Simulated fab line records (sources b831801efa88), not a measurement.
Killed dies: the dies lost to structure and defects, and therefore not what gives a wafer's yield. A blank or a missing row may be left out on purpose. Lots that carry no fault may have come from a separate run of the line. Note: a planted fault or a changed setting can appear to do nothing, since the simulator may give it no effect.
Split-lot study    flow sfq line    5 lots, 23 wafers read, on a route of 325 steps

## ON THE SPLIT
At SFQ_TRILAYER_I2_VIA_LITHO_EXPOSE_068 (exposes mask I2, target cd 500 nm), the setting dose mj was moved away from the recipe's 21.3 on 9 of the 23 wafers read, by -4.9% to +6.9%. For the rest of the wafers, this setting stayed at what the recipe calls for.

## FROM THE SPLIT TO THE READING: what the file shows between them, 3 steps
- SFQ_TRILAYER_I2_VIA_LITHO_PEB_070: peb time 60 s
- SFQ_TRILAYER_I2_VIA_LITHO_DEVELOP_069: time 60 s
- SFQ_TRILAYER_I2_VIA_BARC_OPEN_VIA_ETCH_096: etches BARC in O2, target depth 125 nm, time 41.7 s

## THE READING
I2.cd nm (the simulator's own value, which no gauge read), in nm, at SFQ_TRILAYER_I2_VIA_ETCH_VIA_ETCH_070 (etches SiO2 in CHF3, stops on Nb, target depth 260 nm). The file gives no usual value for it. The 14 wafers here that ran the recipe average 500.1 nm, standard deviation 1.7 nm.

wafer   tool, chamber at the split  dose mj as run  against the recipe  I2.cd nm, nm  against lot-mates on the recipe
L075.1  krf scanner-01, 0           21.3            recipe              502.7         -
L075.3  krf scanner-01, 0           21.3            recipe              499.3         -
L075.6  krf scanner-01, 0           21.3            recipe              499           -
L076.1  krf scanner-01, 0           20.26           -4.9%               496.9         -2.2
L076.2  krf scanner-01, 0           20.26           -4.9%               494.3         -4.8
L076.3  krf scanner-01, 0           21.3            recipe              498.7         -
L076.4  krf scanner-01, 0           21.3            recipe              500.3         -
L076.5  krf scanner-01, 0           21.3            recipe              498.4         -
L079.1  krf scanner-02, 0           22.77           +6.9%               510.3         +8.7
L079.2  krf scanner-02, 0           22.77           +6.9%               512.1         +10.5
L079.4  krf scanner-02, 0           21.3            recipe              500.6         -
L079.5  krf scanner-02, 0           22.77           +6.9%               509.6         +8.0
L079.6  krf scanner-02, 0           21.3            recipe              502.7         -
L082.1  krf scanner-02, 0           20.47           -3.9%               490.7         -10.2
L082.3  krf scanner-02, 0           21.3            recipe              501.7         -
L082.4  krf scanner-02, 0           21.3            recipe              503.1         -
L082.5  krf scanner-02, 0           20.47           -3.9%               493.3         -7.6
L082.6  krf scanner-02, 0           21.3            recipe              498           -
L085.1  krf scanner-02, 0           21.3            recipe              499.8         -
L085.3  krf scanner-02, 0           21.3            recipe              499.1         -
L085.4  krf scanner-02, 0           21.3            recipe              498.3         -
L085.5  krf scanner-02, 0           20.76           -2.5%               496.1         -3.0
L085.6  krf scanner-02, 0           20.76           -2.5%               493.5         -5.6

FIT RESULTS
A straight line over all 23 wafers: I2.cd nm changes by +1.51 nm for each +1% of dose mj; r = +0.93; the points scatter about the line by 2 nm.
The same after taking each lot's own level away (the mean of its wafers on the recipe; 23 wafers): +1.34 nm for each +1%; r = +0.91; scatter 2 nm.
That fit puts the effect of the largest move of dose mj on the reading at 9.2 nm.
Measured against the standard deviation above, the lots' own levels, which go from 499.07 to 501.65 nm, span 1.5 times it.
Hence the slope depends on the lot-to-lot level, as the two fits are not the same.
Check: with one of the wafers moved furthest among these (+6.9%) left out of the fit, the line predicts +9.18 nm for it against its lot-mates. It came out at +8.65 nm against them.

## THE WHOLE CHAIN: every reading that the file lists as answering this split, in the file's order
step                                        what it does                                           reading                                                    change (the file's fit)               r (the file's)
SFQ_TRILAYER_I2_VIA_BARC_OPEN_VIA_ETCH_096  etches BARC in O2, target depth 125 nm, time 41.7 s    I2.cd nm (the simulator's own value, which no gauge read)  +1.69 nm for each +1% of the setting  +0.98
SFQ_TRILAYER_I2_VIA_ETCH_VIA_ETCH_070       etches SiO2 in CHF3, stops on Nb, target depth 260 nm  I2.cd nm (the simulator's own value, which no gauge read)  +1.35 nm for each +1% of the setting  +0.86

## FILE'S OWN FIT
I2.cd nm changes by +1.35 nm for each +1% of dose mj, r = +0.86.
